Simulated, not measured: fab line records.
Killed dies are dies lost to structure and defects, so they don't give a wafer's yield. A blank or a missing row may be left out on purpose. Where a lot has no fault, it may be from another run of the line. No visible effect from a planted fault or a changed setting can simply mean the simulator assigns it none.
Which of the tools did it? | flow sky130 | 72 wafers from 24 lots sampled at 6 of the route's 708 steps

WHAT EACH GAUGE READ, for each wafer
SKY_PAD_OPEN_BOW_MEAS_13.
lot  | measured     | on           | PAD_OPEN_BOW (um)
L074 | day 46 05:17 | filmMetro-02 | 43 46 31
L075 | day 46 09:23 | filmMetro-01 | 46 35 35
L076 | day 46 15:14 | filmMetro-01 | 33 44 44
L077 | day 47 02:19 | filmMetro-02 | 38 34 48
L079 | day 47 11:52 | filmMetro-01 | 39 46 42
L078 | day 47 12:52 | filmMetro-01 | 58 48 52
L080 | day 47 13:25 | filmMetro-01 | 29 24 30
L081 | day 48 10:22 | filmMetro-01 | 47 33 35
L083 | day 48 15:10 | filmMetro-02 | 45 52 51
L082 | day 48 16:41 | filmMetro-01 | 22 41 22
L084 | day 48 17:50 | filmMetro-02 | 53 41 42
L085 | day 49 03:37 | filmMetro-03 | 43 40 50
L086 | day 49 07:20 | filmMetro-02 | 42 40 43
L088 | day 49 21:11 | filmMetro-01 | 43 46 34
L087 | day 49 22:11 | filmMetro-02 | 45 52 44
L090 | day 49 23:04 | filmMetro-02 | 56 54 49
L089 | day 50 00:31 | filmMetro-03 | 77 50 55
L091 | day 50 04:04 | filmMetro-01 | 55 45 49
L092 | day 50 08:56 | filmMetro-02 | 55 59 56
L093 | day 50 13:16 | filmMetro-01 | 40 36 27
L094 | day 50 14:38 | filmMetro-03 | 38 60 49
L095 | day 50 18:48 | filmMetro-02 | 42 53 55
L096 | day 51 00:41 | filmMetro-02 | 49 50 48
L097 | day 51 01:51 | filmMetro-01 | 40 52 41

WHICH TOOL RAN EACH LOT (tool, then ch and the chambers of the sampled wafers, then the start)
lot  | SKY_VIA1_CVD_21              | SKY_METAL2_SPUTTER_01       | SKY_METAL2_DESCUM_17             | SKY_CAPM_CVD_00                 | SKY_METAL4_SPUTTER_01
L074 | cvdW-01 ch 0,1, day 34 10:08 | pvdSputter-03, day 34 10:44 | rieMetal-04 ch 0,1, day 35 13:59 | pecvd-01 ch 0,2, day 36 20:57   | pvdSputter-03, day 40 04:58
L075 | cvdW-01 ch 0,1, day 34 11:34 | pvdSputter-04, day 34 12:10 | rieMetal-02 ch 0,1, day 35 15:08 | pecvd-02 ch 0,1, day 36 21:09   | pvdSputter-03, day 40 06:46
L076 | cvdW-01 ch 0,1, day 35 00:11 | pvdSputter-03, day 35 00:47 | rieMetal-04 ch 0,1, day 36 03:20 | pecvd-01 ch 1,2, day 37 09:19   | pvdSputter-01, day 40 16:15
L077 | cvdW-02 ch 0, day 35 17:13   | pvdSputter-03, day 35 17:54 | rieMetal-02 ch 0,1, day 36 20:14 | pecvd-02 ch 1,2, day 38 01:07   | pvdSputter-03, day 41 07:06
L079 | cvdW-01 ch 0,1, day 36 02:05 | pvdSputter-03, day 36 02:41 | rieMetal-04 ch 0,1, day 37 05:20 | pecvd-02 ch 1,2, day 38 10:09   | pvdSputter-01, day 41 16:26
L078 | cvdW-02 ch 0,1, day 36 02:28 | pvdSputter-01, day 36 03:04 | rieMetal-04 ch 1, day 37 05:59   | pecvd-01 ch 1,2, day 38 10:48   | pvdSputter-01, day 41 16:44
L080 | cvdW-01 ch 0,1, day 36 02:31 | pvdSputter-04, day 36 03:05 | rieMetal-03 ch 0,1, day 37 06:21 | pecvd-02 ch 1,2, day 38 11:19   | pvdSputter-02, day 41 17:17
L081 | cvdW-02 ch 0,1, day 37 07:09 | pvdSputter-04, day 37 07:52 | rieMetal-04 ch 0, day 38 09:48   | pecvd-01 ch 0,2, day 39 13:33   | pvdSputter-03, day 42 18:10
L083 | cvdW-02 ch 0,1, day 37 12:17 | pvdSputter-01, day 37 12:52 | rieMetal-02 ch 0,1, day 38 15:07 | pecvd-01 ch 0,1, day 39 19:24   | pvdSputter-03, day 43 00:13
L082 | cvdW-01 ch 0,1, day 37 16:10 | pvdSputter-03, day 37 16:49 | rieMetal-04 ch 0, day 38 19:05   | pecvd-03 ch 0,1,2, day 39 23:33 | pvdSputter-02, day 43 02:56
L084 | cvdW-01 ch 0,1, day 37 20:56 | pvdSputter-04, day 37 21:32 | rieMetal-04 ch 0, day 38 23:20   | pecvd-02 ch 0,1,2, day 40 03:42 | pvdSputter-01, day 43 06:51
L085 | cvdW-02 ch 0,1, day 38 08:58 | pvdSputter-04, day 38 09:35 | rieMetal-02 ch 0,1, day 39 10:44 | pecvd-02 ch 0,1,2, day 40 14:03 | pvdSputter-01, day 43 16:20
L086 | cvdW-02 ch 0,1, day 38 14:38 | pvdSputter-03, day 38 15:14 | rieMetal-04 ch 0,1, day 39 16:55 | pecvd-03 ch 0,1,2, day 40 19:46 | pvdSputter-03, day 43 22:03
L088 | cvdW-02 ch 0,1, day 39 07:15 | pvdSputter-03, day 39 07:51 | rieMetal-02 ch 0, day 40 08:40   | pecvd-03 ch 0,1,2, day 41 12:18 | pvdSputter-02, day 44 14:11
L087 | cvdW-01 ch 0,1, day 39 08:30 | pvdSputter-04, day 39 09:06 | rieMetal-04 ch 0, day 40 10:11   | pecvd-03 ch 1,2, day 41 13:18   | pvdSputter-01, day 44 15:26
L090 | cvdW-01 ch 0,1, day 39 10:42 | pvdSputter-01, day 39 11:16 | rieMetal-03 ch 0,1, day 40 11:48 | pecvd-01 ch 0,1,2, day 41 15:02 | pvdSputter-01, day 44 16:28
L089 | cvdW-02 ch 0,1, day 39 11:11 | pvdSputter-04, day 39 11:46 | rieMetal-02 ch 0,1, day 40 12:44 | pecvd-03 ch 0,2, day 41 16:27   | pvdSputter-02, day 44 17:22
L091 | cvdW-02 ch 0,1, day 39 16:29 | pvdSputter-04, day 39 17:02 | rieMetal-03 ch 0,1, day 40 17:25 | pecvd-03 ch 0,2, day 41 20:33   | pvdSputter-02, day 44 21:43
L092 | cvdW-02 ch 0,1, day 39 19:16 | pvdSputter-03, day 39 19:52 | rieMetal-02 ch 0,1, day 40 20:41 | pecvd-02 ch 1,2, day 42 00:14   | pvdSputter-02, day 45 01:11
L093 | cvdW-02 ch 0,1, day 40 08:28 | pvdSputter-03, day 40 09:02 | rieMetal-03 ch 0,1, day 41 09:39 | pecvd-02 ch 0,2, day 42 12:52   | pvdSputter-02, day 45 11:19
L094 | cvdW-01 ch 0, day 40 10:09   | pvdSputter-01, day 40 10:46 | rieMetal-04 ch 0,1, day 41 11:42 | pecvd-03 ch 0,1, day 42 14:00   | pvdSputter-01, day 45 13:55
L095 | cvdW-02 ch 0,1, day 40 15:38 | pvdSputter-04, day 40 16:14 | rieMetal-03 ch 0,1, day 41 16:33 | pecvd-03 ch 0,2, day 42 19:12   | pvdSputter-01, day 45 18:44
L096 | cvdW-02 ch 0,1, day 41 01:07 | pvdSputter-03, day 41 01:43 | rieMetal-03 ch 0,1, day 42 02:04 | pecvd-03 ch 1,2, day 43 04:24   | pvdSputter-03, day 46 01:28
L097 | cvdW-01 ch 0, day 41 04:06   | pvdSputter-04, day 41 04:47 | rieMetal-02 ch 0,1, day 42 05:14 | pecvd-01 ch 0,2, day 43 07:21   | pvdSputter-02, day 46 04:57
- SKY_VIA1_CVD_21: deposits W, target thk 270 nm, time 80.902 s.
- SKY_METAL2_SPUTTER_01: material TiN, target thk 20 nm, time 16.7 s.
- SKY_METAL2_DESCUM_17: chemistry O2, time 8 s.
- SKY_CAPM_CVD_00: deposits SiO2, target thk 15.5 nm.
- SKY_METAL4_SPUTTER_01: material TiN, target thk 20 nm, time 16.7 s.

WHAT THE TOOLS THEMSELVES READ (means of the sampled wafers that have a number; where no wafer has one, the mark that the record gives instead)
SKY_VIA1_CVD_21.
lot  | tool    | heaterPowerW (W)
L074 | cvdW-01 | 933
L075 | cvdW-01 | 930
L076 | cvdW-01 | 922
L077 | cvdW-02 | 832
L079 | cvdW-01 | 928
L078 | cvdW-02 | 953
L080 | cvdW-01 | 947
L081 | cvdW-02 | 902
L083 | cvdW-02 | 963
L082 | cvdW-01 | 915
L084 | cvdW-01 | 936
L085 | cvdW-02 | 907
L086 | cvdW-02 | 948
L088 | cvdW-02 | 905
L087 | cvdW-01 | 879
L090 | cvdW-01 | 860
L089 | cvdW-02 | 896
L091 | cvdW-02 | 893
L092 | cvdW-02 | 903
L093 | cvdW-02 | 899
L094 | cvdW-01 | 901
L095 | cvdW-02 | 956
L096 | cvdW-02 | 954
L097 | cvdW-01 | 906

SKY_METAL2_SPUTTER_01.
lot  | tool          | throttleValvePct (%)
L074 | pvdSputter-03 | 28.9
L075 | pvdSputter-04 | 30.3
L076 | pvdSputter-03 | 30.1
L077 | pvdSputter-03 | 29.4
L079 | pvdSputter-03 | 29.0
L078 | pvdSputter-01 | 29.4
L080 | pvdSputter-04 | 30.5
L081 | pvdSputter-04 | 30.5
L083 | pvdSputter-01 | 29.4
L082 | pvdSputter-03 | 29.7
L084 | pvdSputter-04 | 30.4
L085 | pvdSputter-04 | 30.3
L086 | pvdSputter-03 | 29.4
L088 | pvdSputter-03 | 29.9
L087 | pvdSputter-04 | 30.4
L090 | pvdSputter-01 | 29.9
L089 | pvdSputter-04 | 30.5
L091 | pvdSputter-04 | 30.2
L092 | pvdSputter-03 | 29.2
L093 | pvdSputter-03 | 29.4
L094 | pvdSputter-01 | 30.0
L095 | pvdSputter-04 | 30.4
L096 | pvdSputter-03 | 29.1
L097 | pvdSputter-04 | 31.5

SKY_METAL2_DESCUM_17.
lot  | tool        | drypumpMotorCurrentA (A) | oesProductAu (a.u.)
L074 | rieMetal-04 | 6.0                      | 0.994
L075 | rieMetal-02 | 5.6                      | 1.001
L076 | rieMetal-04 | 6.2                      | 0.995
L077 | rieMetal-02 | 5.6                      | 1.000
L079 | rieMetal-04 | 6.0                      | 0.999
L078 | rieMetal-04 | 6.4                      | 0.990
L080 | rieMetal-03 | 6.5                      | 1.016
L081 | rieMetal-04 | 5.8                      | 1.000
L083 | rieMetal-02 | 5.6                      | 0.997
L082 | rieMetal-04 | 5.7                      | 0.992
L084 | rieMetal-04 | 5.7                      | 0.996
L085 | rieMetal-02 | 5.6                      | 1.007
L086 | rieMetal-04 | 6.2                      | 0.991
L088 | rieMetal-02 | 5.0                      | 0.998
L087 | rieMetal-04 | 5.8                      | 0.987
L090 | rieMetal-03 | 6.5                      | 1.006
L089 | rieMetal-02 | 5.3                      | 0.999
L091 | rieMetal-03 | 6.5                      | 1.007
L092 | rieMetal-02 | 5.3                      | 1.002
L093 | rieMetal-03 | 6.5                      | 0.999
L094 | rieMetal-04 | 6.2                      | 1.000
L095 | rieMetal-03 | 6.5                      | 1.007
L096 | rieMetal-03 | 6.5                      | 1.015
L097 | rieMetal-02 | 5.6                      | 0.999

SKY_CAPM_CVD_00.
lot  | tool     | heaterPowerW (W)
L074 | pecvd-01 | 574
L075 | pecvd-02 | 665
L076 | pecvd-01 | 640
L077 | pecvd-02 | 675
L079 | pecvd-02 | 713
L078 | pecvd-01 | 606
L080 | pecvd-02 | 621
L081 | pecvd-01 | 669
L083 | pecvd-01 | 651
L082 | pecvd-03 | 636
L084 | pecvd-02 | 746
L085 | pecvd-02 | 717
L086 | pecvd-03 | 663
L088 | pecvd-03 | 713
L087 | pecvd-03 | 719
L090 | pecvd-01 | 595
L089 | pecvd-03 | 718
L091 | pecvd-03 | 682
L092 | pecvd-02 | 647
L093 | pecvd-02 | 767
L094 | pecvd-03 | 678
L095 | pecvd-03 | 683
L096 | pecvd-03 | 643
L097 | pecvd-01 | 603

SKY_METAL4_SPUTTER_01.
lot  | tool          | throttleValvePct (%)
L074 | pvdSputter-03 | 29.1
L075 | pvdSputter-03 | 29.1
L076 | pvdSputter-01 | 29.6
L077 | pvdSputter-03 | 29.4
L079 | pvdSputter-01 | 29.6
L078 | pvdSputter-01 | 29.0
L080 | pvdSputter-02 | 29.4
L081 | pvdSputter-03 | 29.0
L083 | pvdSputter-03 | 29.7
L082 | pvdSputter-02 | 29.3
L084 | pvdSputter-01 | 29.8
L085 | pvdSputter-01 | 29.0
L086 | pvdSputter-03 | 29.2
L088 | pvdSputter-02 | 29.5
L087 | pvdSputter-01 | 29.3
L090 | pvdSputter-01 | 29.7
L089 | pvdSputter-02 | 28.5
L091 | pvdSputter-02 | 28.8
L092 | pvdSputter-02 | 28.5
L093 | pvdSputter-02 | 29.1
L094 | pvdSputter-01 | 29.7
L095 | pvdSputter-01 | 29.2
L096 | pvdSputter-03 | 29.1
L097 | pvdSputter-02 | 29.2

THE ANSWER, worked out from the rows above alone
Rule: what is usual is taken from the lots themselves. Put in order of their means at a reading, lots are off if they are a third of the lots or fewer, leave a main group of 4 or more, and stand apart from it by a gap of 3 or more times the standard deviation of the main group's means; of several such gaps the widest counts. A main group is skipped when, at the precision printed for the reading in the tables above, its means are all equal. Also off: a lot with no number at a reading for which 4 or more lots have one. Where the step has rows for the other lots, those lots are counted as sound. The gauges are gone through in route order, then the tools' own readings, and for those a lot's mean is taken as printed above. At the first step where some lot is off, the reading lying furthest off is the one used; lots without a number count as furthest.
Across all readings shown, no lot is off: no conclusion can be drawn from this.

WHAT THE SIMULATOR HAD INSERTED
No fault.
